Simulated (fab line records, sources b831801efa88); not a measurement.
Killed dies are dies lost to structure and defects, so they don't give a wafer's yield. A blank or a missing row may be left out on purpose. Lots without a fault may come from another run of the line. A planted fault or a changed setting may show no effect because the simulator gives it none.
fab line records | flow gf180mcu
record lots=12 wafers=36 last_day=34
route steps=602 shown HV_LDD@186 PSD@256 SALICIDE@280 CONTACT@305
lots that met no fault: from a run of the same line without faults
start_h: hours from the record's first day to the start of the lot's first wafer shown | wait_h: hours since the lot's step before | " the same as in the row above | L1.1+2: a row that stands for several wafers | - no value, or no start given | * or withheld: withheld | < > ~ a bound
route shown NAME@n: a module of which the file shows steps, and the number in the route of the first | usual: mean/standard deviation of fault-free wafers | same: alike in all rows | chamber/n: place in a boat | sites: the reading at each site | _std_site: their standard deviation | _edge_site: outer sites' mean less inner sites' | radius_mm: how far each site lies from the wafer's centre | mask NAME#n: copy n | behind: the tool/chamber that last shaped the wafer | hold: why the lot was held/for how many hours/how that ended | device: the transistor (n, p or np) that didn't switch | end of line: the same wafers' tests at the end of the route | a step without rows: its recipe alone | killed: dies lost to structure and defects at the first sort, not the wafer's yield | map: a wafer's dies, x killed, . not, _ none there
set.NAME: the setting as run; set.NAME@STEP: as run at that earlier step | model.NAME: the simulator's own value behind a step, which no gauge read
steps of the route over a sample of lots; a table a step, a row a wafer
services: from which hour (start_h, from the record's first day; less than 0 if before it) a tool's chamber was out of use, for how many hours, and why
## steps
# step GF_HV_LDD_STRIP_10
# recipe chemistry=O2/N2 power_w=1400 pressure_mtorr=1500 platen_temp_c=250 o2_flow_sccm=3000 n2_flow_sccm=300 overash_fraction=0.5
# usual drypump_motor_current_A=5.49/0.27 heater_power_w=329/31 oes_product_au=0.715/0.0046 platen_temp_c=250.04/0.18 strip_time_to_endpoint_s=12.65/0.035
# same overash_fraction=0.5
# columns lot.wafer tool chamber start_h wait_h drypump_motor_current_A heater_power_w oes_product_au platen_temp_c rf_hours_counter_h strip_time_to_endpoint_s
L938.1 plasma_asher-02 0 227.11 0.1 5.65 285 0.718 249.90 60 12.62
L938.2 " 1 " " 4.95 254 0.714 250.03 60 12.64
L938.4 " 1 " " 4.95 255 0.713 250.18 - 12.64
L939.1 plasma_asher-03 1 233.36 0.1 5.37 341 0.725 250.29 58 12.64
L939.2 " 0 " " 5.34 339 0.718 250.15 58 12.66
L939.4 " 0 " " 5.35 346 0.714 250.02 - 12.63
L945.4 plasma_asher-04 0 288.04 0.1 5.89 301 0.712 250.21 - 12.67
L945.5 " 0 " " 5.88 302 0.716 249.99 - 12.63
L945.6 " 1 " " 5.88 368 0.719 249.97 - 12.66
L946.2 plasma_asher-03 1 299.56 0.1 5.34 345 0.710 250.03 64 12.69
L946.4 " 1 " " 5.34 332 0.714 249.95 - 12.67
L946.6 " 1 " " 5.33 338 0.716 250.10 - 12.66
L949.4 plasma_asher-03 1 314.54 0.1 5.36 339 0.710 250.08 - 12.65
L949.5 " 0 " " 5.35 344 0.719 250.52 - 12.65
L949.6 " 1 " " 5.33 334 0.714 250.14 - 12.61
L950.1 plasma_asher-03 0 325.36 0.1 5.37 347 0.714 250.19 67 12.64
L950.3 " 0 " " 5.36 338 0.716 250.07 - 12.66
L950.4 " 1 " " 5.36 337 0.718 249.86 - 12.61
L951.1 plasma_asher-02 1 331.31 0.1 4.93 251 0.717 249.93 72 12.64
L951.2 " 0 " " 5.63 276 0.712 249.99 72 12.67
L951.4 " 0 " " 5.62 287 0.722 250.06 - 12.67
L952.4 plasma_asher-03 0 345.29 0.1 5.35 341 0.720 249.99 - 12.61
L952.5 " 0 " " 5.34 349 0.711 250.02 - 12.62
L952.6 " 1 " " 5.35 338 0.729 250.11 - 12.61
L954.1 plasma_asher-04 0 349.56 0.1 5.87 295 0.714 250.10 21 12.64
L954.2 " 1 " " 5.85 364 0.713 250.33 21 12.67
L954.3 " 1 " " 5.89 359 0.712 250.21 - 12.63
L955.1 plasma_asher-03 0 358.69 0.1 5.36 345 0.722 250.00 71 12.64
L955.2 " 1 " " 5.35 333 0.714 249.68 71 12.62
L955.4 " 0 " " 5.35 361 0.719 249.70 - 12.60
L956.1 plasma_asher-03 1 369.75 0.1 5.35 342 0.714 250.00 72 12.68
L956.4 " 0 " " 5.35 340 0.714 249.91 - 12.67
L956.5 " 1 " " 5.32 331 0.718 250.26 - 12.70
L958.2 plasma_asher-04 0 389.15 0.1 5.89 295 0.715 250.23 25 12.68
L958.3 " 0 " " 5.87 297 0.709 250.31 - 12.62
L958.4 " 1 " " 5.86 367 0.722 249.92 - 12.62
# step GF_PSD_OVL_MEAS_08
# usual PSD_OVL=-0.8/1.4
# columns lot.wafer tool chamber start_h wait_h PSD_OVL[nm]
L938.1 overlay-01 - 332.72 0.1 -2.1
L938.2 " - " " -1.1
L938.4 " - " " -0.4
L939.1 overlay-01 - 336.77 0.1 1.4
L939.2 " - " " -1.4
L939.4 " - " " 1.5
L945.4 overlay-02 - 399.54 0.1 -0.7
L945.5 " - " " -2.7
L945.6 " - " " -2.8
L946.2 overlay-02 - 411.53 0.1 -2.1
L946.4 " - " " -1.4
L946.6 " - " " -2.3
L949.4 overlay-01 - 428.25 0.1 -0.5
L949.5 " - " " -3.2
L949.6 " - " " -3.4
L950.1 overlay-02 - 439.62 0.1 -4.2
L950.3 " - " " -1.9
L950.4 " - " " -2.0
L951.1 overlay-02 - 448.97 0.1 -1.5
L951.2 " - " " 0.4
L951.4 " - " " 1.1
L952.4 overlay-01 - 463.15 0.1 -2.1
L952.5 " - " " -0.1
L952.6 " - " " -2.0
L954.1 overlay-02 - 470.47 0.1 -0.2
L954.2 " - " " -0.3
L954.3 " - " " -2.3
L955.1 overlay-01 - 481.07 0.1 -0.9
L955.2 " - " " -2.0
L955.4 " - " " -0.6
L956.1 overlay-01 - 492.33 0.1 -0.4
L956.4 " - " " 0.6
L956.5 " - " " -0.5
L958.2 overlay-02 - 511.12 0.1 -0.4
L958.3 " - " " 0.5
L958.4 " - " " 0.0
# step GF_SALICIDE_SPUTTER_02
# recipe material=Co target_thk_nm=10 power_w=1000 time_s=20 chamber_pressure_pa=0.413
# usual throttle_valve_pct=29.7/1.2
# columns lot.wafer tool chamber start_h wait_h throttle_valve_pct
L938.1 pvd_sputter-01 - 353.98 0.0 31.0
L938.2 " - " " 31.5
L938.4 " - " " 29.0
L939.1 pvd_sputter-04 - 358.75 0.0 31.7
L939.2 " - " " 29.5
L939.4 " - " " 30.1
L945.4 pvd_sputter-01 - 423.87 0.0 31.4
L945.5 " - " " 28.9
L945.6 " - " " 31.1
L946.2 pvd_sputter-01 - 435.99 0.0 30.0
L946.4 " - " " 30.9
L946.6 " - " " 30.1
L949.4 pvd_sputter-04 - 453.60 0.0 28.1
L949.5 " - " " 28.2
L949.6 " - " " 31.7
L950.1 pvd_sputter-04 - 464.47 0.0 28.4
L950.3 " - " " 31.5
L950.4 " - " " 29.8
L951.1 pvd_sputter-03 - 473.75 0.0 29.3
L951.2 " - " " 29.4
L951.4 " - " " 29.2
L952.4 pvd_sputter-03 - 487.76 0.0 29.1
L952.5 " - " " 27.5
L952.6 " - " " 29.5
L954.1 pvd_sputter-04 - 495.56 0.0 31.6
L954.2 " - " " 27.9
L954.3 " - " " 29.5
L955.1 pvd_sputter-01 - 506.23 0.0 31.0
L955.2 " - " " 29.9
L955.4 " - " " 29.0
L956.1 pvd_sputter-04 - 517.20 0.0 31.4
L956.4 " - " " 29.9
L956.5 " - " " 27.9
L958.2 pvd_sputter-03 - 534.46 0.0 29.4
L958.3 " - " " 29.4
L958.4 " - " " 27.4
# step GF_SALICIDE_RS_MEAS_04
# recipe thk_meas_gauge=four-point-probe reads=TiN_of_SALICIDE_SPUTTER_03+Co_of_SALICIDE_SPUTTER_02
# usual SALICIDE_TIN_RS=16.41/0.29
# columns lot.wafer tool chamber start_h wait_h SALICIDE_TIN_RS[ohm/sq]
L938.1 film_metro-02 - 354.04 0.0 16.54
L938.2 " - " " 16.61
L938.4 " - " " 16.15
L939.1 film_metro-04 - 358.81 0.0 16.50
L939.2 " - " " 16.37
L939.4 " - " " 16.34
L945.4 film_metro-04 - 423.97 0.1 16.78
L945.5 " - " " 15.04
L945.6 " - " " 15.04
L946.2 film_metro-01 - 436.06 0.0 16.13
L946.4 " - " " 16.57
L946.6 " - " " 14.78
L949.4 film_metro-01 - 453.72 0.1 16.71
L949.5 " - " " 16.79
L949.6 " - " " 16.43
L950.1 film_metro-02 - 464.53 0.0 16.72
L950.3 " - " " 16.18
L950.4 " - " " 15.98
L951.1 film_metro-02 - 473.81 0.0 16.36
L951.2 " - " " 16.41
L951.4 " - " " 16.10
L952.4 film_metro-04 - 487.87 0.1 16.68
L952.5 " - " " 16.26
L952.6 " - " " 16.70
L954.1 film_metro-02 - 495.61 0.0 15.96
L954.2 " - " " 16.47
L954.3 " - " " 16.50
L955.1 film_metro-04 - 506.29 0.0 16.53
L955.2 " - " " 16.45
L955.4 " - " " 16.46
L956.1 film_metro-01 - 517.26 0.0 16.54
L956.4 " - " " 16.51
L956.5 " - " " 16.87
L958.2 film_metro-02 - 534.53 0.0 16.15
L958.3 " - " " 16.41
L958.4 " - " " 16.05
# step GF_CONTACT_STRIP_18
# recipe chemistry=O2/N2 power_w=1400 pressure_mtorr=1500 platen_temp_c=250 o2_flow_sccm=3000 n2_flow_sccm=300 overash_fraction=0.5
# usual drypump_motor_current_A=5.5/0.3 heater_power_w=322/34 oes_product_au=0.580/0.0047 platen_temp_c=249.99/0.2
# same overash_fraction=0.5
# columns lot.wafer tool chamber start_h wait_h drypump_motor_current_A heater_power_w oes_product_au platen_temp_c rf_hours_counter_h
L938.1 plasma_asher-04 1 377.02 - 5.9 377 0.582 250.01 24
L938.2 " 0 " " 5.9 291 0.578 250.01 24
L938.4 " 1 " " 5.9 370 0.581 249.69 -
L939.1 plasma_asher-03 1 381.82 - 5.3 334 0.582 250.04 73
L939.2 " 0 " " 5.3 341 0.577 250.36 73
L939.4 " 0 " " 5.3 346 0.583 250.42 -
L945.4 plasma_asher-02 1 450.25 - 4.9 251 0.582 249.86 -
L945.5 " 0 " " 5.6 288 0.582 249.95 -
L945.6 " 1 " " 5.0 254 0.583 250.02 -
L946.2 plasma_asher-04 1 462.27 - 5.9 364 0.582 250.27 34
L946.4 " 1 " " 5.9 370 0.584 249.91 -
L946.6 " 0 " " 5.9 300 0.579 249.77 -
L949.4 plasma_asher-03 1 480.05 - 5.3 327 0.581 250.14 -
L949.5 " 1 " " 5.3 326 0.585 250.05 -
L949.6 " 0 " " 5.3 338 0.575 250.06 -
L950.1 plasma_asher-04 1 489.76 - 5.9 367 0.578 249.95 37
L950.3 " 1 " " 5.9 371 0.572 249.56 -
L950.4 " 0 " " 5.9 296 0.582 249.97 -
L951.1 plasma_asher-03 0 499.77 - 5.4 330 0.582 249.88 8
L951.2 " 1 " " 5.4 318 0.579 249.83 8
L951.4 " 0 " " 5.4 345 0.577 250.00 -
L952.4 plasma_asher-03 0 513.44 - 5.4 338 0.583 249.90 -
L952.5 " 0 " " 5.4 343 0.580 249.80 -
L952.6 " 1 " " 5.3 330 0.580 249.90 -
L954.1 plasma_asher-02 1 520.27 - 4.9 252 0.576 250.30 93
L954.2 " 0 " " 5.7 276 0.582 250.01 93
L954.3 " 0 " " 5.6 279 0.585 250.12 -
L955.1 plasma_asher-04 1 531.07 - 5.9 375 0.576 250.09 41
L955.2 " 0 " " 5.9 303 0.578 250.54 41
L955.4 " 0 " " 5.9 293 0.582 249.87 -
L956.1 plasma_asher-03 1 541.62 - 5.3 316 0.575 249.97 12
L956.4 " 0 " " 5.3 332 0.572 250.49 -
L956.5 " 0 " " 5.3 337 0.576 249.99 -
L958.2 plasma_asher-03 0 558.82 - 5.3 339 0.572 250.12 14
L958.3 " 0 " " 5.3 341 0.583 250.22 -
L958.4 " 1 " " 5.3 326 0.570 249.96 -
## services
# columns tool chamber start_h hours kind
pvd_sputter-01 - 204.05 8.0 repair
pvd_sputter-03 - 234.65 1.1 repair
plasma_asher-04 - 236.69 1.8 repair
pvd_sputter-04 - 240.18 1.7 repair
pvd_sputter-03 1 262.96 - consumable_replace:kit
pvd_sputter-03 1 262.96 18.0 scheduled_down
pvd_sputter-03 1 262.96 18.0 vent_cycle
plasma_asher-03 - 275.31 2.8 pm
plasma_asher-04 - 307.83 23.5 repair
pvd_sputter-01 2 410.35 - consumable_replace:kit
pvd_sputter-01 2 410.35 18.0 scheduled_down
pvd_sputter-01 2 410.35 18.0 vent_cycle
plasma_asher-03 - 421.25 9.0 pm
plasma_asher-03 0 421.25 9.0 vent_cycle
plasma_asher-03 1 421.25 9.0 vent_cycle
plasma_asher-04 - 423.49 0.6 repair
plasma_asher-03 0 430.25 - clean
plasma_asher-03 1 430.25 - clean
pvd_sputter-03 0 466.06 - consumable_replace:kit
pvd_sputter-03 0 466.06 18.0 scheduled_down
pvd_sputter-03 0 466.06 18.0 vent_cycle
plasma_asher-02 - 535.58 1.4 repair
plasma_asher-04 - 541.78 1.5 repair
## key
first_sign step=GF_SALICIDE_RS_MEAS_04 reading=SALICIDE_TIN_RS direction=down sigmas=5 usual=16.41 struck=14.95
effect none on later readings
met_at GF_SALICIDE_SPUTTER_02
struck_lots L945,L946
struck_wafers L945.5,L945.6,L946.6
tester_left_out L945,L946
not_acting_at GF_HV_LDD_STRIP_10,GF_PSD_OVL_MEAS_08,GF_CONTACT_STRIP_18
onset_between 353.98 423.87
fault kind=process_parameter_drift tool=pvd_sputter-01 chamber=- onset_h=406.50 steps=GF_SALICIDE_SPUTTER_02 channel=target_thk_nm offset=0.94234 shape=step end_h=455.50 scope=struck_wafers_only acts_in=these_recipes_only stated=10
# tester_left_out: of these lots the tester's yield and bins aren't shown, on N5 and GAA mostly nor the transistor test; their killed dies are dies lost to structure and defects alone, not to doping, threshold or leakage, so they don't give the yield
